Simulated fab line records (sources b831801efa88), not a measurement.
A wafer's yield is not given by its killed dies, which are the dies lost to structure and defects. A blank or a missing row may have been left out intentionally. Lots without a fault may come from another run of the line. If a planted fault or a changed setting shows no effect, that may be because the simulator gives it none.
fab line records	flow gf180mcu
[record] lots = 15	wafers = 45	last_day = 35
route steps=602 shown HV_LDD@198 NSD@241 SALICIDE@284
lots that met no fault: from a run of the same line without faults
start_h: hours from the record's first day to the start of the lot's first wafer shown	wait_h: hours from the lot's prior step to this one	" as in the row above	L1.1+2: one row covering several wafers at once	- value missing, or start not given	* or withheld: withheld	< > ~ a bound
route shown NAME@n: NAME is a module with steps in the file, n the number in the route of the first one	usual: mean/standard deviation taken from wafers without a fault	same: alike in all rows	chamber/n: place in a boat	sites: per-site readings	_std_site: standard deviation of those values	_edge_site: mean of outer sites minus mean of inner sites	radius_mm: for every site, how far away it sits from the centre of the wafer	mask NAME#n: copy n	behind: tool/chamber where the wafer was last shaped	hold: why the lot was held/for how many hours/how that ended	device: which transistor (n, p or np) failed to switch	end of line: the route-end tests of the same wafers	a step without rows: its recipe alone	killed: not the wafer's yield, but the dies lost to structure and defects at the first sort	map: shows each die of a wafer: x if killed, . if not, _ if none is there
set.NAME: the setting the step ran with; set.NAME@STEP: the setting that earlier step ran with	model.NAME: the simulator's own value behind a step, which no gauge read
one table for each step of the route and one row for each wafer, over a sample of lots
services: the hour from which a tool's chamber was out of use, counted from the record's first day as start_h (under 0 if before that day), plus the number of hours and why
[[steps]]
[step GF_HV_LDD_STRIP_22]
[recipe] chemistry = O2/N2	power_w = 1400	pressure_mtorr = 1500	platen_temp_c = 250	o2_flow_sccm = 3000	n2_flow_sccm = 300	overash_fraction = 0.5
[usual] drypump_motor_current_A = 5.6/0.35	heater_power_w = 344/26	oes_product_au = 0.716/0.0045	platen_temp_c = 249.99/0.19	strip_time_to_endpoint_s = 12.64/0.046
lot.wafer	tool	chamber	start_h	wait_h	drypump_motor_current_A	heater_power_w	oes_product_au	platen_temp_c	rf_hours_counter_h	strip_time_to_endpoint_s
L682.1	plasma_asher-02	1	252.99	0.1	6.2	370	0.716	249.86	56	12.59
L682.2	"	0	"	"	5.2	336	0.714	249.98	56	12.62
L682.5	"	0	"	"	5.2	330	0.718	250.21	-	12.62
L684.3	plasma_asher-02	0	265.62	0.1	5.3	326	0.721	250.31	-	12.68
L684.5	"	1	"	"	6.2	358	0.712	249.99	-	12.74
L684.6	"	0	"	"	5.2	339	0.713	250.14	-	12.73
L686.2	plasma_asher-01	0	282.23	0.1	5.5	380	0.716	249.92	66	12.68
L686.3	"	1	"	"	5.3	330	0.717	249.49	-	12.68
L686.5	"	0	"	"	5.5	390	0.720	249.76	-	12.69
L687.1	plasma_asher-02	0	290.83	0.1	5.3	332	0.714	250.33	60	12.58
L687.3	"	1	"	"	6.2	373	0.721	250.22	-	12.57
L687.4	"	0	"	"	5.3	334	0.718	249.87	-	12.58
L688.1	plasma_asher-01	1	299.34	0.1	5.3	331	0.718	250.02	67	12.60
L688.2	"	0	"	"	5.6	385	0.720	249.94	67	12.61
L688.3	"	1	"	"	5.3	326	0.715	250.06	-	12.62
L689.3	plasma_asher-04	1	307.12	0.1	5.5	338	0.714	249.87	-	12.59
L689.5	"	0	"	"	5.6	305	0.723	249.96	-	12.59
L689.6	"	1	"	"	5.5	335	0.717	250.06	-	12.62
L690.2	plasma_asher-04	1	312.28	0.1	5.5	334	0.712	250.01	22	12.60
L690.3	"	1	"	"	5.5	339	0.709	250.01	-	12.59
L690.5	"	0	"	"	5.6	304	0.716	249.96	-	12.62
L691.2	plasma_asher-04	0	318.59	0.1	5.6	297	0.715	249.93	23	12.56
L691.3	"	1	"	"	5.5	333	0.722	250.16	-	12.61
L691.5	"	0	"	"	5.6	310	0.723	250.02	-	12.63
L692.1	plasma_asher-01	1	323.23	0.1	5.3	339	0.718	249.95	70	12.61
L692.3	"	0	"	"	5.6	372	0.722	250.08	-	12.65
L692.4	"	1	"	"	5.3	326	0.716	249.91	-	12.61
L693.3	plasma_asher-02	0	335.31	0.1	5.2	344	0.722	249.93	-	12.57
L693.5	"	0	"	"	5.3	331	0.714	249.74	-	12.58
L693.6	"	1	"	"	6.2	366	0.717	249.86	-	12.65
L696.2	plasma_asher-02	1	357.78	0.1	6.2	377	0.716	250.17	67	12.66
L696.4	"	0	"	"	5.3	336	0.712	250.02	-	12.60
L696.5	"	1	"	"	6.2	370	0.712	249.85	-	12.62
L698.1	plasma_asher-01	0	373.98	0.1	5.6	387	0.714	250.11	75	12.67
L698.2	"	1	"	"	5.3	340	0.722	250.11	75	12.64
L698.4	"	0	"	"	5.6	386	0.714	250.32	-	12.57
L699.1	plasma_asher-02	0	380.54	0.1	5.3	333	0.717	249.92	69	12.72
L699.2	"	1	"	"	6.2	366	0.723	249.98	69	12.67
L699.4	"	0	"	"	5.2	338	0.714	249.83	-	12.71
L703.2	plasma_asher-04	0	412.63	0.1	5.6	304	0.722	250.20	32	12.61
L703.3	"	0	"	"	5.6	298	0.719	250.08	-	12.60
L703.5	"	1	"	"	5.5	330	0.712	250.05	-	12.62
L704.2	plasma_asher-04	1	419.32	0.1	5.5	338	0.722	249.85	32	12.68
L704.3	"	0	"	"	5.6	301	0.710	249.90	-	12.68
L704.6	"	1	"	"	5.5	336	0.716	249.98	-	12.70
[step GF_HV_LDD_THK_MEAS_57]
[recipe] reads = Si3N4_of_HV_LDD_CVD_56
[usual] HV_LDD_CVD_56_THK = 89.9/1.1
lot.wafer	tool	chamber	start_h	wait_h	HV_LDD_CVD_56_THK[nm]
L682.1	film_metro-01	-	296.38	0.0	89.7
L682.2	"	-	"	"	90.5
L682.5	"	-	"	"	89.3
L684.3	film_metro-02	-	309.80	0.0	88.9
L684.5	"	-	"	"	89.8
L684.6	"	-	"	"	89.0
L686.2	film_metro-02	-	326.41	0.0	90.0
L686.3	"	-	"	"	90.2
L686.5	"	-	"	"	89.4
L687.1	film_metro-01	-	338.45	0.0	89.5
L687.3	"	-	"	"	89.8
L687.4	"	-	"	"	90.2
L688.1	film_metro-04	-	345.83	0.0	89.4
L688.2	"	-	"	"	88.6
L688.3	"	-	"	"	88.4
L689.3	film_metro-04	-	353.52	0.0	89.4
L689.5	"	-	"	"	89.9
L689.6	"	-	"	"	89.5
L690.2	film_metro-01	-	359.95	0.0	90.9
L690.3	"	-	"	"	91.0
L690.5	"	-	"	"	91.0
L691.2	film_metro-01	-	367.04	0.0	89.2
L691.3	"	-	"	"	89.3
L691.5	"	-	"	"	89.6
L692.1	film_metro-04	-	371.25	0.0	89.0
L692.3	"	-	"	"	89.1
L692.4	"	-	"	"	88.6
L693.3	film_metro-04	-	385.04	0.0	91.0
L693.5	"	-	"	"	91.2
L693.6	"	-	"	"	90.7
L696.2	film_metro-04	-	408.65	0.0	90.5
L696.4	"	-	"	"	90.1
L696.5	"	-	"	"	91.1
L698.1	film_metro-04	-	424.14	0.0	88.4
L698.2	"	-	"	"	89.1
L698.4	"	-	"	"	89.3
L699.1	film_metro-02	-	432.50	0.0	91.3
L699.2	"	-	"	"	91.4
L699.4	"	-	"	"	91.2
L703.2	film_metro-01	-	465.80	0.0	88.9
L703.3	"	-	"	"	88.4
L703.5	"	-	"	"	88.0
L704.2	film_metro-04	-	472.04	0.0	89.9
L704.3	"	-	"	"	90.0
L704.6	"	-	"	"	89.5
[step GF_NSD_DEVELOP_06]
[recipe] develop_time_s = 60	dev_temp_c = 23
[usual] chill_plate_temp_C = 22.98/0.11	develop_time_s = 60/0
lot.wafer	tool	chamber	start_h	wait_h	chill_plate_temp_C	develop_time_s
L682.1	litho_track-04	0	317.07	0.1	22.91	60
L682.2	"	0	"	"	22.96	60
L682.5	"	0	"	"	23.12	60
L684.3	litho_track-03	0	331.18	0.1	22.93	60
L684.5	"	0	"	"	23.12	60
L684.6	"	0	"	"	23.10	60
L686.2	litho_track-04	0	348.14	0.1	22.90	60
L686.3	"	0	"	"	22.90	60
L686.5	"	0	"	"	22.87	60
L687.1	litho_track-01	0	360.33	0.1	22.78	60
L687.3	"	0	"	"	22.98	60
L687.4	"	0	"	"	22.83	60
L688.1	litho_track-01	0	367.78	0.1	23.11	60
L688.2	"	0	"	"	23.24	60
L688.3	"	0	"	"	23.26	60
L689.3	litho_track-04	0	375.22	0.1	22.88	60
L689.5	"	0	"	"	22.80	60
L689.6	"	0	"	"	22.75	60
L690.2	litho_track-04	-	382.09	0.1	-	-
L690.3	"	-	"	"	-	-
L690.5	"	-	"	"	-	-
L691.2	litho_track-03	-	390.56	0.1	-	-
L691.3	"	-	"	"	-	-
L691.5	"	-	"	"	-	-
L692.1	litho_track-03	-	393.63	0.1	-	-
L692.3	"	-	"	"	-	-
L692.4	"	-	"	"	-	-
L693.3	litho_track-03	0	408.28	0.1	22.99	60
L693.5	"	0	"	"	22.95	60
L693.6	"	0	"	"	22.95	60
L696.2	litho_track-04	0	432.49	0.1	23.07	60
L696.4	"	0	"	"	23.03	60
L696.5	"	0	"	"	23.15	60
L698.1	litho_track-04	0	448.67	0.1	22.89	60
L698.2	"	0	"	"	22.84	60
L698.4	"	0	"	"	22.91	60
L699.1	litho_track-01	0	457.18	0.1	23.02	60
L699.2	"	0	"	"	23.07	60
L699.4	"	0	"	"	22.98	60
L703.2	litho_track-03	0	490.51	0.1	23.04	60
L703.3	"	0	"	"	23.16	60
L703.5	"	0	"	"	23.15	60
L704.2	litho_track-04	0	495.99	0.1	22.82	60
L704.3	"	0	"	"	23.06	60
L704.6	"	0	"	"	22.98	60
[step GF_SALICIDE_RTA_06]
[recipe] temp_c = 530	time_s = 30	ambient = N2
[usual] anneal_temp_c_max = 533.1/0.64	lamp_power_pct = 6.02/0.15	wafer_temp_C_max = 532.2/0.43
lot.wafer	tool	chamber	start_h	wait_h	anneal_temp_c_max	lamp_power_pct	wafer_temp_C_max
L682.1	rtp_anneal-02	0	362.51	0.1	534.0	5.85	532.0
L682.2	"	0	"	"	532.3	5.85	532.0
L682.5	"	0	"	"	532.6	5.86	532.4
L684.3	rtp_anneal-02	0	378.27	0.1	532.2	5.85	532.3
L684.5	"	0	"	"	532.3	5.86	532.3
L684.6	"	0	"	"	532.9	5.85	532.0
L686.2	rtp_anneal-02	0	394.88	0.1	531.9	5.86	532.1
L686.3	"	0	"	"	532.4	5.86	532.6
L686.5	"	0	"	"	533.2	5.85	531.7
L687.1	rtp_anneal-01	0	408.26	0.1	533.2	6.16	533.0
L687.3	"	0	"	"	533.5	6.16	532.3
L687.4	"	0	"	"	532.1	6.17	532.1
L688.1	rtp_anneal-01	0	415.82	0.1	532.0	6.16	531.9
L688.2	"	0	"	"	533.6	6.16	532.5
L688.3	"	0	"	"	533.6	6.16	531.9
L689.3	rtp_anneal-02	0	424.10	0.1	532.6	5.86	532.2
L689.5	"	0	"	"	532.3	5.85	532.0
L689.6	"	0	"	"	533.0	5.84	531.2
L690.2	rtp_anneal-02	0	432.51	0.1	533.5	5.85	532.0
L690.3	"	0	"	"	533.1	5.85	531.6
L690.5	"	0	"	"	532.9	5.86	532.6
L691.2	rtp_anneal-01	0	440.33	0.1	534.8	6.17	532.3
L691.3	"	0	"	"	532.6	6.15	532.4
L691.5	"	0	"	"	533.0	6.17	533.1
L692.1	rtp_anneal-01	0	443.75	0.1	533.3	6.16	532.2
L692.3	"	0	"	"	534.1	6.16	532.2
L692.4	"	0	"	"	534.1	6.16	532.4
L693.3	rtp_anneal-02	0	458.58	0.1	533.3	5.86	532.7
L693.5	"	0	"	"	533.0	5.85	532.3
L693.6	"	0	"	"	532.5	5.86	532.4
L696.2	rtp_anneal-01	0	483.27	0.1	533.1	6.16	532.7
L696.4	"	0	"	"	533.7	6.15	532.3
L696.5	"	0	"	"	533.2	6.16	533.1
L698.1	rtp_anneal-01	0	499.65	0.1	532.8	6.15	531.9
L698.2	"	0	"	"	533.0	6.16	532.5
L698.4	"	0	"	"	533.1	6.16	532.1
L699.1	rtp_anneal-02	0	507.66	0.1	532.0	5.87	532.2
L699.2	"	0	"	"	532.6	5.86	532.0
L699.4	"	0	"	"	532.7	5.85	532.3
L703.2	rtp_anneal-02	0	540.06	0.1	532.4	5.85	531.9
L703.3	"	0	"	"	532.7	5.86	531.9
L703.5	"	0	"	"	533.0	5.86	532.9
L704.2	rtp_anneal-01	0	545.06	0.1	533.9	6.17	532.3
L704.3	"	0	"	"	532.9	6.16	532.0
L704.6	"	0	"	"	533.0	6.16	532.1
[[services]]
tool	chamber	start_h	hours	kind
plasma_asher-04	-	308.63	1.6	repair
plasma_asher-04	-	350.69	1.9	repair
rtp_anneal-01	-	375.83	3.9	pm
rtp_anneal-01	-	379.93	4.6	repair
plasma_asher-04	-	382.65	5.8	repair
plasma_asher-02	-	393.14	0.5	repair
rtp_anneal-01	-	409.72	2.9	repair
litho_track-03	-	420.86	-	consumable_replace:filter
plasma_asher-02	-	421.32	9.0	pm
plasma_asher-02	0	421.32	9.0	vent_cycle
plasma_asher-02	1	421.32	9.0	vent_cycle
plasma_asher-02	0	430.32	-	clean
plasma_asher-02	1	430.32	-	clean
plasma_asher-01	-	528.02	4.3	repair
[[key]]
[first_sign] step = GF_NSD_DEVELOP_06	reading = tool_record	direction = missing
effect none on later readings
met_at GF_NSD_DEVELOP_06
struck_lots L690,L691,L692
sort_left_out L690.2,L690.3,L690.5,L691.2,L691.3,L691.5,L692.1,L692.3,L692.4
tester_left_out L690,L691,L692
not_acting_at GF_HV_LDD_STRIP_22,GF_HV_LDD_THK_MEAS_57,GF_SALICIDE_RTA_06
onset_between 375.22 382.09
[fault] kind = skipped_step_whole	tool = litho_track-03,litho_track-04	chamber = -	onset_h = 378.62	steps = GF_NSD_DEVELOP_06	scope = struck_lots_only
// tester_left_out: of these lots the tester's yield and bins aren't shown, on N5 and GAA mostly nor the transistor test; their killed dies are dies lost to structure and defects alone, not to doping, threshold or leakage, so they don't give the yield
// sort_left_out: the simulated sort isn't trusted on such a fault, so these wafers' sort isn't shown, and their yield isn't known
